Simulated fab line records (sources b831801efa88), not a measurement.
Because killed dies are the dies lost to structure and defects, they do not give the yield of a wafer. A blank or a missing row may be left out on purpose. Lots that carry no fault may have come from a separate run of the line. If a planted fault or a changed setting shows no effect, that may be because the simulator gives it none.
The tool behind it: which one? / flow sky130 / Sampling: 14 lots, 42 wafers, 5 of 708 route steps

WHAT THE GAUGES SHOWED, per wafer
SKY_LDD_HVP_OVL_MEAS_07. Usual: LDD_HVP_OVL gives -0.6 nm (standard deviation 1.3).
lot=L407; measured=day 22 13:32; on=overlay-02; LDD_HVP_OVL (nm)=-0.6 -0.8 0.7; flag=
lot=L408; measured=day 22 19:11; on=overlay-01; LDD_HVP_OVL (nm)=-0.1 -0.4 -0.4; flag=
lot=L409; measured=day 22 19:45; on=overlay-01; LDD_HVP_OVL (nm)=1.8 0.0 1.1; flag=
lot=L410; measured=day 23 11:21; on=overlay-01; LDD_HVP_OVL (nm)=1.5 -2.1 -0.7; flag=
lot=L411; measured=day 23 18:27; on=overlay-01; LDD_HVP_OVL (nm)=0.0 -0.9 -2.5; flag=
lot=L412; measured=day 23 23:01; on=overlay-02; LDD_HVP_OVL (nm)=-1.0 -0.9 0.6; flag=
lot=L413; measured=day 24 04:29; on=overlay-02; LDD_HVP_OVL (nm)=-2.6 -3.3 -1.4; flag=
lot=L414; measured=day 24 10:48; on=overlay-01; LDD_HVP_OVL (nm)=0.6 1.2 -1.1; flag=
lot=L415; measured=day 25 01:11; on=overlay-02; LDD_HVP_OVL (nm)=-1.9 -2.8 -1.2; flag=
lot=L423; measured=day 27 08:21; on=overlay-02; LDD_HVP_OVL (nm)=-2.4 -1.2 0.6; flag=
lot=L424; measured=day 27 15:35; on=overlay-02; LDD_HVP_OVL (nm)=-1.0 -2.2 -2.8; flag=
lot=L425; measured=day 27 23:21; on=overlay-01; LDD_HVP_OVL (nm)=-1.0 0.3 -1.4; flag=
lot=L426; measured=day 28 10:52; on=overlay-01; LDD_HVP_OVL (nm)=0.2 1.4 2.2; flag=
lot=L428; measured=day 29 00:20; on=overlay-02; LDD_HVP_OVL (nm)=-1.7 -0.7 -1.5; flag=

SKY_POLY_CUT_CD_MEAS_08: target cd 270 nm. Usual: 270.6 nm for cd_nm, sd 1.5.
lot=L407; measured=day 25 03:57; on=cd_sem-01; cd_nm (nm)=271.3 271.6 272.0; flag=
lot=L408; measured=day 25 10:58; on=cd_sem-02; cd_nm (nm)=270.6 270.7 271.0; flag=
lot=L409; measured=day 25 10:50; on=cd_sem-02; cd_nm (nm)=270.4 271.1 270.9; flag=
lot=L410; measured=day 26 01:16; on=cd_sem-01; cd_nm (nm)=269.3 269.1 269.1; flag=
lot=L411; measured=day 26 08:31; on=cd_sem-01; cd_nm (nm)=271.1 272.6 272.8; flag=
lot=L412; measured=day 26 12:09; on=cd_sem-01; cd_nm (nm)=271.1 271.3 270.1; flag=
lot=L413; measured=day 26 18:44; on=cd_sem-01; cd_nm (nm)=271.0 271.1 271.9; flag=
lot=L414; measured=day 27 00:18; on=cd_sem-02; cd_nm (nm)=269.1 270.1 270.2; flag=
lot=L415; measured=day 27 14:28; on=cd_sem-02; cd_nm (nm)=268.7 269.4 269.6; flag=
lot=L423; measured=day 29 19:34; on=cd_sem-01; cd_nm (nm)=270.8 271.4 269.1; flag=
lot=L424; measured=day 30 01:57; on=cd_sem-02; cd_nm (nm)=257.6 257.2 257.4; flag=OFF
lot=L425; measured=day 30 09:03; on=cd_sem-01; cd_nm (nm)=256.6 257.4 272.5; flag=OFF
lot=L426; measured=day 30 21:20; on=cd_sem-01; cd_nm (nm)=269.5 268.0 268.3; flag=
lot=L428; measured=day 31 12:43; on=cd_sem-02; cd_nm (nm)=271.7 273.2 272.1; flag=

SKY_POLY_CUT_OVL_MEAS_09. Usual: POLY_CUT_OVL gives 0 nm (standard deviation 5.5).
lot=L407; measured=day 25 04:04; on=overlay-02; POLY_CUT_OVL (nm)=1 6 -1; flag=
lot=L408; measured=day 25 11:04; on=overlay-02; POLY_CUT_OVL (nm)=4 6 -3; flag=
lot=L409; measured=day 25 10:56; on=overlay-01; POLY_CUT_OVL (nm)=-3 -3 -7; flag=
lot=L410; measured=day 26 01:23; on=overlay-02; POLY_CUT_OVL (nm)=-8 -7 -1; flag=
lot=L411; measured=day 26 08:37; on=overlay-02; POLY_CUT_OVL (nm)=-4 -10 -11; flag=
lot=L412; measured=day 26 12:15; on=overlay-01; POLY_CUT_OVL (nm)=-3 -3 -3; flag=
lot=L413; measured=day 26 18:52; on=overlay-02; POLY_CUT_OVL (nm)=-6 -3 1; flag=
lot=L414; measured=day 27 00:25; on=overlay-02; POLY_CUT_OVL (nm)=-6 1 -1; flag=
lot=L415; measured=day 27 14:34; on=overlay-01; POLY_CUT_OVL (nm)=-8 -6 -7; flag=
lot=L423; measured=day 29 19:41; on=overlay-02; POLY_CUT_OVL (nm)=5 1 -8; flag=
lot=L424; measured=day 30 02:04; on=overlay-02; POLY_CUT_OVL (nm)=10 7 4; flag=
lot=L425; measured=day 30 09:10; on=overlay-01; POLY_CUT_OVL (nm)=0 3 1; flag=
lot=L426; measured=day 30 21:26; on=overlay-01; POLY_CUT_OVL (nm)=-3 0 6; flag=
lot=L428; measured=day 31 12:50; on=overlay-02; POLY_CUT_OVL (nm)=5 3 -1; flag=

SKY_RES_XHIGH_TW_MEAS_09. Usual: RES_XHIGH_TW gives 1635 (standard deviation 15).
lot=L407; measured=day 27 14:59; on=film_metro-03; RES_XHIGH_TW=1637 1642 1642; flag=
lot=L408; measured=day 27 22:25; on=film_metro-03; RES_XHIGH_TW=1642 1641 1640; flag=
lot=L409; measured=day 27 21:56; on=film_metro-02; RES_XHIGH_TW=1618 1627 1623; flag=
lot=L410; measured=day 28 11:29; on=film_metro-02; RES_XHIGH_TW=1628 1626 1620; flag=
lot=L411; measured=day 28 17:37; on=film_metro-03; RES_XHIGH_TW=1650 1654 1644; flag=
lot=L412; measured=day 28 21:19; on=film_metro-02; RES_XHIGH_TW=1624 1623 1622; flag=
lot=L413; measured=day 29 04:53; on=film_metro-03; RES_XHIGH_TW=1632 1637 1635; flag=
lot=L414; measured=day 29 09:03; on=film_metro-02; RES_XHIGH_TW=1631 1632 1632; flag=
lot=L415; measured=day 29 23:25; on=film_metro-02; RES_XHIGH_TW=1627 1617 1625; flag=
lot=L423; measured=day 32 03:22; on=film_metro-03; RES_XHIGH_TW=1663 1668 1657; flag=
lot=L424; measured=day 32 09:35; on=film_metro-02; RES_XHIGH_TW=1604 1604 1609; flag=
lot=L425; measured=day 32 16:41; on=film_metro-03; RES_XHIGH_TW=1656 1649 1656; flag=
lot=L426; measured=day 33 04:52; on=film_metro-02; RES_XHIGH_TW=1618 1606 1618; flag=
lot=L428; measured=day 33 19:24; on=film_metro-01; RES_XHIGH_TW=1644 1645 1646; flag=

TOOL THAT RAN EACH LOT (tool first, then ch and the chambers of the sampled wafers, then the start)
lot=L407; SKY_POLY_CUT_EXPOSE_05=krf_scanner-01 ch 0, day 24 13:09
lot=L408; SKY_POLY_CUT_EXPOSE_05=krf_scanner-02 ch 0, day 24 20:05
lot=L409; SKY_POLY_CUT_EXPOSE_05=krf_scanner-01 ch 0, day 24 19:50
lot=L410; SKY_POLY_CUT_EXPOSE_05=krf_scanner-01 ch 0, day 25 10:35
lot=L411; SKY_POLY_CUT_EXPOSE_05=krf_scanner-01 ch 0, day 25 18:01
lot=L412; SKY_POLY_CUT_EXPOSE_05=krf_scanner-01 ch 0, day 25 22:12
lot=L413; SKY_POLY_CUT_EXPOSE_05=krf_scanner-01 ch 0, day 26 03:38
lot=L414; SKY_POLY_CUT_EXPOSE_05=krf_scanner-01 ch 0, day 26 09:57
lot=L415; SKY_POLY_CUT_EXPOSE_05=krf_scanner-01 ch 0, day 27 00:17
lot=L423; SKY_POLY_CUT_EXPOSE_05=krf_scanner-01 ch 0, day 29 06:05
lot=L424; SKY_POLY_CUT_EXPOSE_05=krf_scanner-02 ch 0, day 29 12:40
lot=L425; SKY_POLY_CUT_EXPOSE_05=krf_scanner-02 ch 0, day 29 19:35
lot=L426; SKY_POLY_CUT_EXPOSE_05=krf_scanner-01 ch 0, day 30 07:53
lot=L428; SKY_POLY_CUT_EXPOSE_05=krf_scanner-01 ch 0, day 30 22:32
- SKY_POLY_CUT_EXPOSE_05: exposes mask NPCM, target cd 270 nm.

AS READ BY THE TOOLS THEMSELVES (means over the sampled wafers that have a number; for cases with no such wafer, the mark the record gives instead)
The record holds no such reading with a usual standard deviation.

THE ANSWER, worked out from the rows above alone
Rule: lot off if the mean of its wafers having a number is beyond 3 standard deviations from the usual mean. Also off: a lot with no number at a reading for which 4 or more lots have one. All remaining lots with rows at the step are treated as sound. First the gauges in route order, then the tools' own readings, where a lot's mean is used as printed above. At the first step where some lot is off, the reading lying furthest off is the one used; lots without a number count as furthest.
Off at SKY_POLY_CUT_CD_MEAS_08 (cd_nm): L424, L425.
If a tool, at a process step before that reading, ran all the lots that are off and no sound lot after the first of them, it fits. Those tools and the gauges at SKY_POLY_CUT_CD_MEAS_08 are tried in the same way. One candidate fits, namely krf_scanner-02 at SKY_POLY_CUT_EXPOSE_05. Its last sound lot is L408 (day 24 20:05), its first lot that is off L424 (day 29 12:40): a fault that began between those two fits.

WHAT HAD BEEN PUT IN BY THE SIMULATOR
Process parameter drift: krf_scanner-02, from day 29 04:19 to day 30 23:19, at SKY_POLY_CUT_EXPOSE_05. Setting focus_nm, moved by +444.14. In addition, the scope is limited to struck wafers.
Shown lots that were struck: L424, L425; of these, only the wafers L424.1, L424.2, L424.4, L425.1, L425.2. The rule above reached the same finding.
